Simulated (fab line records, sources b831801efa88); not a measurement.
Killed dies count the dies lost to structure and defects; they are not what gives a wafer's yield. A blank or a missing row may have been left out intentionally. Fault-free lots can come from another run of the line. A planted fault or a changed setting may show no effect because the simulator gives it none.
A single fault, viewed from 2 desks | flow sky130 | only its own numbers are on each desk; what lay behind them is given at the end

== FROM THE METROLOGY DESK ==
Means of the sampled wafers that have a number, per lot and without regard to the tool the lot ran on: this is what the gauges read. A lot is out of limits, marked OUT, if its mean lies more than 4 standard deviations from the usual mean; the brackets give that distance.
Columns: A = CAP2M_TIN_RS at SKY_CAP2M_RS_MEAS_03, usual 6.88 ohm/sq
lot  | first seen here | A
L325 | day 39 11:40    | 6.81
L326 | day 40 15:05    | 6.89
L328 | day 40 16:49    | 6.83
L327 | day 40 17:25    | 6.86
L329 | day 41 03:10    | 6.88
L331 | day 41 10:59    | 6.95
L333 | day 42 03:46    | 6.83
L334 | day 42 05:16    | 6.86
L336 | day 43 03:39    | 6.89
L337 | day 43 06:37    | 6.87
L347 | day 46 09:31    | 6.86
L346 | day 46 12:27    | 6.89
This desk's verdict: no lot among the 12 shows anything out of limits.

== TOOL OWNER'S DESK, pvd sputter-01 ==
The tool's own readings at SKY_CAPM_SPUTTER_02 (material TiN, target thk 200 nm, time 166.7 s): means of the sampled wafers that have a number, for each lot that ran on this tool. A lot is out of limits, marked OUT, if its mean lies more than 4 standard deviations from the usual mean; the brackets give that distance.
Columns: A = cathode dc power W at SKY_CAPM_SPUTTER_02, usual 6500.0 W; B = throttle valve pct at SKY_CAPM_SPUTTER_02, usual 30.6 %
lot  | first seen here | A      | B
L325 | day 36 02:02    | 6501.2 | 30.7
L329 | day 37 20:35    | 6500.1 | 31.1
L333 | day 38 21:59    | 6499.7 | 31.2
L334 | day 39 01:39    | 6500.1 | 31.3
L337 | day 40 03:51    | 6499.9 | 30.7
L346 | day 43 15:11    | 6500.3 | 31.8
This desk's verdict: no lot among the 6 shows anything out of limits.

== PUT TOGETHER ==
At the metrology desk, nothing out of limits was observed.
The tool owner's desk saw nothing out of limits.

== WHAT HAD BEEN PUT IN BY THE SIMULATOR ==
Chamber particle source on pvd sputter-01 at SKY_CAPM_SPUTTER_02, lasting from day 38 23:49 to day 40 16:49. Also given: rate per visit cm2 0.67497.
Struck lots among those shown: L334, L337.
